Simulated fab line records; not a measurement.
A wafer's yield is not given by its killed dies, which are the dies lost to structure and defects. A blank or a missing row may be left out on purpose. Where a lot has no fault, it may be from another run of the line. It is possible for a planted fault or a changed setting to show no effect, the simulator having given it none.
One fault through the eyes of 2 desks | flow sky130 | only its own numbers are on each desk; what lay behind them is given at the end

TOOL OWNER'S DESK, wet_bench-01
The tool's own readings at SKY_FIELD_ISO_WET_ETCH_30 (etches SiO2 in dHF, target depth 25 nm, time 50 s): means of the sampled wafers that have a number, for each lot that ran on this tool. Marked OUT: a lot whose mean sits more than 4 standard deviations from the usual mean, which makes it out of limits; the brackets give that distance.
Columns: A = bath_heat_duty_pct at SKY_FIELD_ISO_WET_ETCH_30, usual 6.0 %; B = temp_c at SKY_FIELD_ISO_WET_ETCH_30, usual 25.00 C
lot  | first seen here | A              | B
L555 | day 3 02:08     | 6.3            | 25.11
L556 | day 3 02:08     | 7.1            | 24.97
L568 | day 5 14:41     | 27.2 (+36) OUT | 41.75 (+99 or more) OUT
Finding of this desk: L568 out of limits; the first was L568 at day 5 14:41, on bath_heat_duty_pct at SKY_FIELD_ISO_WET_ETCH_30. In limits: L555, L556.

THE METROLOGY DESK
What the gauges read for every lot (on any tool): the sampled wafers with a number, averaged. Marked OUT: a lot whose mean sits more than 4 standard deviations from the usual mean, which makes it out of limits; the brackets give that distance.
Columns: A = FIELD_ISO_OXIDATION_01_THK at SKY_FIELD_ISO_THK_MEAS_23, usual 9.97 nm; B = FIELD_ISO_CVD_24_THK at SKY_FIELD_ISO_THK_MEAS_25, usual 595 nm; C = NWELL_OXIDATION_THK at SKY_NWELL_THK_MEAS_02, usual 9.94 nm; D = DNWELL_TW at SKY_DNWELL_TW_MEAS_09, usual 1119; E = PWDE_OVL at SKY_PWDE_OVL_MEAS_07, usual 0.0 nm; F = PWDE_TW at SKY_PWDE_TW_MEAS_10, usual 374.8
lot  | first seen here | A     | B   | C     | D    | E    | F
L556 | day 2 23:26     | 10.17 | 599 | 9.85  | 1126 | -1.0 | 377.7
L555 | day 2 23:26     | 9.98  | 599 | 10.01 | 1119 | -1.3 | 373.1
L568 | day 5 10:25     | 10.01 | 596 | 10.05 | 1112 | 0.7  | 372.4
L571 | day 5 23:48     | 9.92  | 598 | 10.20 | 1117 | 0.1  | 370.4
L575 | day 6 19:19     | 9.59  | 594 | 9.97  | 1119 | -0.4 | 378.0
This desk found nothing out of limits on any of the 5 lots.

TAKEN TOGETHER
An alarm could have come from the tool owner's desk at day 5 14:41, on L568.
Metrology desk: nothing out of limits seen.
The metrology desk holds a record of L568, inside its limits.
On wet_bench-01, each named lot ran SKY_FIELD_ISO_WET_ETCH_30.

WHAT HAD BEEN PUT IN BY THE SIMULATOR
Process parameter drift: wet_bench-01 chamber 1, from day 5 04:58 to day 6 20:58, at SKY_FIELD_ISO_WET_ETCH_30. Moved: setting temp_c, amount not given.
Struck lots among those shown: L568.
Each desk's first reading out of limits, in hours after the fault started: the tool owner's desk, 10.
